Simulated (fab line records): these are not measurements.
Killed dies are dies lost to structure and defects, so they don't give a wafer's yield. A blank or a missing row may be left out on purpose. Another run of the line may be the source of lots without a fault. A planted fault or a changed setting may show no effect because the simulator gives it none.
Which tool is to blame? / flow sky130 / 13 lots with 38 wafers sampled at 5 steps, on a route of 708 steps

== WHAT EACH GAUGE READ, for each wafer ==
SKY_VIA1_THK_MEAS_23: measures by xrf.
lot=L936; measured=day 34 03:52; on=film_metro-01; VIA1_W_THK (nm)=275 275 272
lot=L938; measured=day 34 11:55; on=film_metro-01; VIA1_W_THK (nm)=272 276 272
lot=L940; measured=day 34 13:31; on=film_metro-01; VIA1_W_THK (nm)=268 267 273
lot=L941; measured=day 35 05:59; on=film_metro-02; VIA1_W_THK (nm)=267 264 271
lot=L942; measured=day 35 14:31; on=film_metro-01; VIA1_W_THK (nm)=270 269 271
lot=L946; measured=day 36 21:25; on=film_metro-01; VIA1_W_THK (nm)=268 270
lot=L948; measured=day 37 09:52; on=film_metro-01; VIA1_W_THK (nm)=273 272 270
lot=L952; measured=day 38 22:28; on=film_metro-02; VIA1_W_THK (nm)=265 263 264
lot=L955; measured=day 39 17:31; on=film_metro-02; VIA1_W_THK (nm)=269 264 266
lot=L956; measured=day 39 20:30; on=film_metro-03; VIA1_W_THK (nm)=270 267 272
lot=L957; measured=day 40 06:27; on=film_metro-01; VIA1_W_THK (nm)=275 275 277
lot=L958; measured=day 40 13:06; on=film_metro-03; VIA1_W_THK (nm)=267 264 267
lot=L959; measured=day 41 04:31; on=film_metro-02; VIA1_W_THK (nm)=270 271 273

SKY_METAL2_OVL_MEAS_16.
lot=L936; measured=day 35 07:19; on=overlay-02; METAL2_OVL (nm)=-5 -2 7
lot=L938; measured=day 35 14:35; on=overlay-01; METAL2_OVL (nm)=-3 1 -1
lot=L940; measured=day 35 16:46; on=overlay-01; METAL2_OVL (nm)=0 0 -5
lot=L941; measured=day 36 08:23; on=overlay-01; METAL2_OVL (nm)=4 -6 -1
lot=L942; measured=day 36 16:47; on=overlay-02; METAL2_OVL (nm)=-1 -6 -3
lot=L946; measured=day 37 23:37; on=overlay-02; METAL2_OVL (nm)=6 -2
lot=L948; measured=day 38 12:27; on=overlay-01; METAL2_OVL (nm)=-5 -6 -10
lot=L952; measured=day 39 23:22; on=overlay-01; METAL2_OVL (nm)=-4 -6 -4
lot=L955; measured=day 40 18:21; on=overlay-02; METAL2_OVL (nm)=-1 -3 2
lot=L956; measured=day 40 20:57; on=overlay-02; METAL2_OVL (nm)=-4 -3 -1
lot=L957; measured=day 41 06:53; on=overlay-01; METAL2_OVL (nm)=3 3 3
lot=L958; measured=day 41 13:38; on=overlay-02; METAL2_OVL (nm)=6 7 11
lot=L959; measured=day 42 04:57; on=overlay-01; METAL2_OVL (nm)=-2 2 -7

SKY_VIA2_THK_MEAS_01.
lot=L936; measured=day 35 08:16; on=film_metro-01; VIA2_HDPCVD_THK (nm)=1183 1170 1194
lot=L938; measured=day 35 15:35; on=film_metro-01; VIA2_HDPCVD_THK (nm)=1167 1163 1162
lot=L940; measured=day 35 17:45; on=film_metro-04; VIA2_HDPCVD_THK (nm)=1176 1150 1168
lot=L941; measured=day 36 09:20; on=film_metro-04; VIA2_HDPCVD_THK (nm)=1157 1176 1182
lot=L942; measured=day 36 17:44; on=film_metro-04; VIA2_HDPCVD_THK (nm)=1179 1185 1166
lot=L946; measured=day 38 00:34; on=film_metro-04; VIA2_HDPCVD_THK (nm)=1385 1391
lot=L948; measured=day 38 13:28; on=film_metro-03; VIA2_HDPCVD_THK (nm)=1390 1378 1401
lot=L952; measured=day 40 00:23; on=film_metro-04; VIA2_HDPCVD_THK (nm)=1177 1183 1185
lot=L955; measured=day 40 19:23; on=film_metro-01; VIA2_HDPCVD_THK (nm)=1199 1185 1184
lot=L956; measured=day 40 21:58; on=film_metro-04; VIA2_HDPCVD_THK (nm)=1175 1179 1190
lot=L957; measured=day 41 07:52; on=film_metro-03; VIA2_HDPCVD_THK (nm)=1168 1165 1184
lot=L958; measured=day 41 14:35; on=film_metro-04; VIA2_HDPCVD_THK (nm)=1159 1168 1165
lot=L959; measured=day 42 05:56; on=film_metro-04; VIA2_HDPCVD_THK (nm)=1171 1179 1159

SKY_VIA2_CD_MEAS_12 targets a cd of 200 nm.
lot=L936; measured=day 36 10:25; on=cd_sem-02; cd_nm (nm)=199.2 197.7 198.8
lot=L938; measured=day 36 17:22; on=cd_sem-01; cd_nm (nm)=200.5 199.6 199.7
lot=L940; measured=day 36 19:31; on=cd_sem-02; cd_nm (nm)=199.1 198.4 198.9
lot=L941; measured=day 37 10:41; on=cd_sem-01; cd_nm (nm)=198.9 199.9 200.2
lot=L942; measured=day 37 20:07; on=cd_sem-01; cd_nm (nm)=201.1 200.6 200.9
lot=L946; measured=day 39 02:13; on=cd_sem-02; cd_nm (nm)=197.6 196.5
lot=L948; measured=day 39 14:23; on=cd_sem-02; cd_nm (nm)=200.1 201.5 201.6
lot=L952; measured=day 41 00:44; on=cd_sem-01; cd_nm (nm)=198.9 199.3 198.1
lot=L955; measured=day 41 19:58; on=cd_sem-02; cd_nm (nm)=201.3 200.8 200.9
lot=L956; measured=day 41 22:23; on=cd_sem-01; cd_nm (nm)=200.0 200.5 201.3
lot=L957; measured=day 42 08:34; on=cd_sem-01; cd_nm (nm)=202.1 202.3 201.7
lot=L958; measured=day 42 14:57; on=cd_sem-01; cd_nm (nm)=200.5 199.3 198.8
lot=L959; measured=day 43 06:48; on=cd_sem-01; cd_nm (nm)=199.2 199.6 201.3

== WHICH TOOL RAN EACH LOT (tool, then ch and the chambers of the sampled wafers, then the start) ==
lot=L936; SKY_VIA2_HDPCVD_00=hdpcvd-01 ch 0,1, day 35 08:08
lot=L938; SKY_VIA2_HDPCVD_00=hdpcvd-01 ch 1,2, day 35 15:28
lot=L940; SKY_VIA2_HDPCVD_00=hdpcvd-01 ch 0,1, day 35 17:38
lot=L941; SKY_VIA2_HDPCVD_00=hdpcvd-02 ch 0,1,2, day 36 09:13
lot=L942; SKY_VIA2_HDPCVD_00=hdpcvd-02 ch 0,2, day 36 17:37
lot=L946; SKY_VIA2_HDPCVD_00=hdpcvd-01 ch 0,2, day 38 00:28
lot=L948; SKY_VIA2_HDPCVD_00=hdpcvd-01 ch 0,1,2, day 38 13:20
lot=L952; SKY_VIA2_HDPCVD_00=hdpcvd-02 ch 0,1,2, day 40 00:17
lot=L955; SKY_VIA2_HDPCVD_00=hdpcvd-02 ch 0,1,2, day 40 19:15
lot=L956; SKY_VIA2_HDPCVD_00=hdpcvd-02 ch 0,1,2, day 40 21:50
lot=L957; SKY_VIA2_HDPCVD_00=hdpcvd-02 ch 1,2, day 41 07:44
lot=L958; SKY_VIA2_HDPCVD_00=hdpcvd-01 ch 1,2, day 41 14:27
lot=L959; SKY_VIA2_HDPCVD_00=hdpcvd-01 ch 0,2, day 42 05:47
- SKY_VIA2_HDPCVD_00: deposits SiO2, target thk 1180 nm, time 196.7 s.

== AS READ BY THE TOOLS THEMSELVES (means over the sampled wafers that have a number; for cases with no such wafer, the mark the record gives instead) ==
SKY_VIA2_HDPCVD_00.
lot=L936; tool=hdpcvd-01; sih4_flow_sccm (sccm)=59.98
lot=L938; tool=hdpcvd-01; sih4_flow_sccm (sccm)=60.07
lot=L940; tool=hdpcvd-01; sih4_flow_sccm (sccm)=60.18
lot=L941; tool=hdpcvd-02; sih4_flow_sccm (sccm)=59.97
lot=L942; tool=hdpcvd-02; sih4_flow_sccm (sccm)=59.90
lot=L946; tool=hdpcvd-01; sih4_flow_sccm (sccm)=71.97
lot=L948; tool=hdpcvd-01; sih4_flow_sccm (sccm)=72.06
lot=L952; tool=hdpcvd-02; sih4_flow_sccm (sccm)=59.98
lot=L955; tool=hdpcvd-02; sih4_flow_sccm (sccm)=59.94
lot=L956; tool=hdpcvd-02; sih4_flow_sccm (sccm)=60.08
lot=L957; tool=hdpcvd-02; sih4_flow_sccm (sccm)=59.87
lot=L958; tool=hdpcvd-01; sih4_flow_sccm (sccm)=60.01
lot=L959; tool=hdpcvd-01; sih4_flow_sccm (sccm)=60.07

== THE ANSWER, worked out from the rows above alone ==
Rule: the lots themselves supply what counts as usual. The widest of any qualifying gaps counts: lots, ordered by their means at a reading, are off when they make up no more than a third of the lots, leave a main group of 4 or more, and stand apart from it by 3 or more times the standard deviation of that group's means. A main group is skipped when, at the precision printed for the reading in the tables above, its means are all equal. A lot without any number at a reading at which 4 lots or more have one is off too. Any other lot the step has rows for is counted as sound. First the gauges in route order, then the tools' own readings, where a lot's mean is used as printed above. At the first step where some lot is off, the reading lying furthest off is the one used; lots without a number count as furthest.
Off: L946, L948, at SKY_VIA2_THK_MEAS_01 (VIA2_HDPCVD_THK). For the main group the mean is 1174 nm and the standard deviation 8.2.
A tool fits if, at a process step before that reading, it ran every lot that is off, and no sound lot after the first of them. Not tried: the gauges at SKY_VIA2_THK_MEAS_01; whatever is off there is also off at SKY_VIA2_HDPCVD_00, on other tools, and gauge error can't account for it. None of those tried fits.

== WHAT HAD BEEN PUT IN BY THE SIMULATOR ==
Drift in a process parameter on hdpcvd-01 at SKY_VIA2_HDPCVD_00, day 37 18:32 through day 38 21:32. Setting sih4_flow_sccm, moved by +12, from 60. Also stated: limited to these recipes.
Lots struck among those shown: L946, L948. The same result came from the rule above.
